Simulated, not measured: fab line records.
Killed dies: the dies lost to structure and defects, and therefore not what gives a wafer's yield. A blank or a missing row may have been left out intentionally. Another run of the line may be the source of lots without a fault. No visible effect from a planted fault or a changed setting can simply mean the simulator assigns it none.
Which tool is to blame? + flow sky130 + 14 lots with 42 wafers sampled at 6 steps, on a route of 708 steps

WHAT EACH GAUGE READ, for each wafer
SKY_SD_N_OVL_MEAS_08.
| lot  | measured     | on         | SD_N_OVL (nm)  |
|------|--------------|------------|----------------|
| L112 | day 27 19:40 | overlay-02 | 3.1 1.0 3.5    |
| L114 | day 28 06:13 | overlay-01 | 0.4 0.1 0.5    |
| L118 | day 30 06:41 | overlay-02 | 0.9 1.1 0.4    |
| L119 | day 30 11:04 | overlay-02 | 1.1 0.7 0.3    |
| L120 | day 30 19:33 | overlay-02 | 1.2 1.2 2.1    |
| L121 | day 31 07:26 | overlay-02 | -0.7 -0.2 -0.3 |
| L122 | day 31 07:32 | overlay-01 | -0.8 -0.2 0.0  |
| L123 | day 31 16:56 | overlay-02 | -0.1 0.7 1.3   |
| L124 | day 31 23:01 | overlay-02 | 1.6 1.5 0.3    |
| L125 | day 32 13:43 | overlay-01 | 1.8 1.8 1.7    |
| L131 | day 34 10:13 | overlay-02 | 1.2 0.3 2.0    |
| L132 | day 34 21:16 | overlay-01 | -1.6 -0.6 -0.6 |
| L134 | day 34 23:31 | overlay-02 | 2.6 4.0 3.2    |
| L135 | day 35 20:43 | overlay-02 | 0.7 0.0 0.2    |

SKY_LI_CONTACT_CD_MEAS_12 targets a cd of 170 nm.
| lot  | measured     | on       | cdNm (nm)         |
|------|--------------|----------|-------------------|
| L112 | day 29 01:10 | cdSem-01 | 170.3 171.3 169.7 |
| L114 | day 29 11:52 | cdSem-01 | 169.1 170.3 169.8 |
| L118 | day 31 11:49 | cdSem-02 | 169.6 169.1 169.8 |
| L119 | day 31 15:55 | cdSem-02 | 169.0 169.8 170.4 |
| L120 | day 32 00:39 | cdSem-02 | 172.7 172.4 171.6 |
| L121 | day 32 12:23 | cdSem-01 | 171.3 172.0 172.4 |
| L122 | day 32 12:21 | cdSem-02 | 168.9 168.9 168.8 |
| L123 | day 32 21:45 | cdSem-02 | 170.0 170.9 170.0 |
| L124 | day 33 03:39 | cdSem-02 | 171.3 171.3 172.4 |
| L125 | day 33 18:07 | cdSem-01 | 170.2 170.8 169.6 |
| L131 | day 35 15:00 | cdSem-02 | 169.7 168.5 169.1 |
| L132 | day 36 00:51 | cdSem-02 | 170.2 169.1 170.6 |
| L134 | day 36 03:42 | cdSem-01 | 170.8 171.6 171.6 |
| L135 | day 37 00:12 | cdSem-02 | 167.6 166.1 168.6 |

SKY_LI_CONTACT_OVL_MEAS_13.
| lot  | measured     | on         | LI_CONTACT_OVL (nm) |
|------|--------------|------------|---------------------|
| L112 | day 29 01:17 | overlay-02 | 5 2 -1              |
| L114 | day 29 11:59 | overlay-01 | -3 2 -3             |
| L118 | day 31 11:55 | overlay-01 | 7 4 2               |
| L119 | day 31 16:02 | overlay-02 | 4 10 10             |
| L120 | day 32 00:46 | overlay-01 | 2 -7 2              |
| L121 | day 32 12:29 | overlay-02 | -1 0 -3             |
| L122 | day 32 12:28 | overlay-01 | 5 3 6               |
| L123 | day 32 21:52 | overlay-01 | -3 -5 -3            |
| L124 | day 33 03:46 | overlay-02 | 1 11 9              |
| L125 | day 33 18:13 | overlay-02 | 6 7 2               |
| L131 | day 35 15:07 | overlay-01 | -3 -3 -3            |
| L132 | day 36 00:58 | overlay-01 | -3 -3 1             |
| L134 | day 36 03:49 | overlay-02 | -8 -3 -4            |
| L135 | day 37 00:19 | overlay-02 | 3 4 -1              |

SKY_LI_CONTACT_RS_MEAS_22: uses a four-point probe to measure.
| lot  | measured     | on           | LI_CONTACT_W_RS (ohm/sq)            |
|------|--------------|--------------|-------------------------------------|
| L112 | day 29 02:01 | filmMetro-02 | 0.284 0.286 0.285                   |
| L114 | day 29 12:42 | filmMetro-04 | 0.290 0.286 0.286                   |
| L118 | day 31 12:41 | filmMetro-01 | 0.292 0.291 0.294                   |
| L119 | day 31 16:56 | filmMetro-02 | 0.293 0.285 0.292                   |
| L120 | day 32 01:32 | filmMetro-04 | 0.287 0.290 0.286                   |
| L121 | day 32 13:14 | filmMetro-04 | 0.285 0.294 0.287                   |
| L122 | day 32 13:11 | filmMetro-02 | 0.284 0.285 0.287                   |
| L123 | day 32 22:35 | filmMetro-04 | 0.286 0.284 0.282                   |
| L124 | day 33 04:29 | filmMetro-01 | 0.268 0.272 0.273 0.269 0.272 0.273 |
| L125 | day 33 18:58 | filmMetro-04 | 0.268 0.273 0.279 0.268 0.273 0.278 |
| L131 | day 35 15:50 | filmMetro-01 | 0.291 0.286 0.283                   |
| L132 | day 36 01:41 | filmMetro-02 | 0.290 0.291 0.284                   |
| L134 | day 36 04:34 | filmMetro-01 | 0.285 0.292 0.290                   |
| L135 | day 37 01:02 | filmMetro-04 | 0.286 0.286 0.285                   |

SKY_LI_CONTACT_THK_MEAS_23: measures by xrf.
| lot  | measured     | on           | LI_CONTACT_W_THK (nm)   |
|------|--------------|--------------|-------------------------|
| L112 | day 29 02:08 | filmMetro-02 | 400 393 398             |
| L114 | day 29 12:49 | filmMetro-04 | 397 401 400             |
| L118 | day 31 12:47 | filmMetro-01 | 388 390 387             |
| L119 | day 31 17:03 | filmMetro-02 | 389 399 388             |
| L120 | day 32 01:40 | filmMetro-04 | 399 397 400             |
| L121 | day 32 13:20 | filmMetro-04 | 402 389 399             |
| L122 | day 32 13:19 | filmMetro-02 | 401 396 398             |
| L123 | day 32 22:43 | filmMetro-04 | 400 402 410             |
| L124 | day 33 09:02 | filmMetro-01 | 425 422 418 425 421 419 |
| L125 | day 33 22:56 | filmMetro-04 | 430 422 413 431 423 413 |
| L131 | day 35 15:58 | filmMetro-01 | 395 400 406             |
| L132 | day 36 01:49 | filmMetro-02 | 394 395 406             |
| L134 | day 36 04:41 | filmMetro-01 | 401 393 396             |
| L135 | day 37 01:10 | filmMetro-04 | 400 401 404             |

WHAT TOOL EACH LOT RAN ON (gives the tool, then ch and the chambers of the sampled wafers, and finally the start)
| lot  | SKY_LI_CONTACT_CVD_21        |
|------|------------------------------|
| L112 | cvdW-01 ch 0,1, day 29 01:53 |
| L114 | cvdW-01 ch 0,1, day 29 12:35 |
| L118 | cvdW-01 ch 0, day 31 12:32   |
| L119 | cvdW-02 ch 0,1, day 31 16:49 |
| L120 | cvdW-01 ch 1, day 32 01:25   |
| L121 | cvdW-02 ch 0,1, day 32 13:07 |
| L122 | cvdW-01 ch 0,1, day 32 13:04 |
| L123 | cvdW-02 ch 0,1, day 32 22:28 |
| L124 | cvdW-02 ch 1, day 33 04:22   |
| L125 | cvdW-02 ch 0,1, day 33 18:50 |
| L131 | cvdW-01 ch 0,1, day 35 15:43 |
| L132 | cvdW-02 ch 0,1, day 36 01:34 |
| L134 | cvdW-02 ch 0,1, day 36 04:26 |
| L135 | cvdW-01 ch 0,1, day 37 00:55 |
- SKY_LI_CONTACT_CVD_21: deposits W, target thk 400 nm, time 120.56 s.

AS READ BY THE TOOLS THEMSELVES (means over the sampled wafers that have a number; for cases with no such wafer, the mark the record gives instead)
SKY_LI_CONTACT_CVD_21.
| lot  | tool    | chamberPressureTorr (Torr) | heaterPowerW (W) | susceptorTempC (C) |
|------|---------|----------------------------|------------------|--------------------|
| L112 | cvdW-01 | 40.02                      | 908              | 399.76             |
| L114 | cvdW-01 | 39.97                      | 918              | 399.99             |
| L118 | cvdW-01 | 40.06                      | 918              | 399.94             |
| L119 | cvdW-02 | 40.03                      | 868              | 399.68             |
| L120 | cvdW-01 | 40.18                      | 906              | 400.11             |
| L121 | cvdW-02 | 39.96                      | 872              | 400.11             |
| L122 | cvdW-01 | 40.04                      | 924              | 400.14             |
| L123 | cvdW-02 | 39.96                      | 872              | 399.71             |
| L124 | cvdW-02 | 39.97                      | 890              | 402.85             |
| L125 | cvdW-02 | 39.94                      | 876              | 402.84             |
| L131 | cvdW-01 | 39.97                      | 917              | 400.05             |
| L132 | cvdW-02 | 39.97                      | 869              | 400.01             |
| L134 | cvdW-02 | 39.98                      | 872              | 400.01             |
| L135 | cvdW-01 | 40.00                      | 924              | 400.05             |

THE ANSWER, worked out from the rows above alone
Rule: the usual values come from the lots themselves. Put in order of their means at a reading, lots are off if they are a third of the lots or fewer, leave a main group of 4 or more, and stand apart from it by a gap of 3 or more times the standard deviation of the main group's means; of several such gaps the widest counts. The tables above print the reading to a certain number of digits; a main group whose means all agree to those digits is not used. Also off: a lot with no number at a reading for which 4 or more lots have one. All remaining lots with rows at the step are treated as sound. After the gauges, taken in route order, come the tools' own readings; for these a lot's mean is taken, as printed above. The first step at which some lot is off is used, and at that step the reading that is off furthest; a lot without a number counts as furthest.
Off: at SKY_LI_CONTACT_RS_MEAS_22 (LI_CONTACT_W_RS), L124, L125. The main group: mean 0.287 ohm/sq, standard deviation 0.0023.
If a tool, at a process step before that reading, ran all the lots that are off and no sound lot after the first of them, it fits. The gauges at SKY_LI_CONTACT_RS_MEAS_22 aren't tried: what is off there is off at SKY_LI_CONTACT_CVD_21 too, on other tools, and a gauge's error can't cause that. Not one of the candidates tried fits.

WHAT HAD BEEN PUT IN BY THE SIMULATOR
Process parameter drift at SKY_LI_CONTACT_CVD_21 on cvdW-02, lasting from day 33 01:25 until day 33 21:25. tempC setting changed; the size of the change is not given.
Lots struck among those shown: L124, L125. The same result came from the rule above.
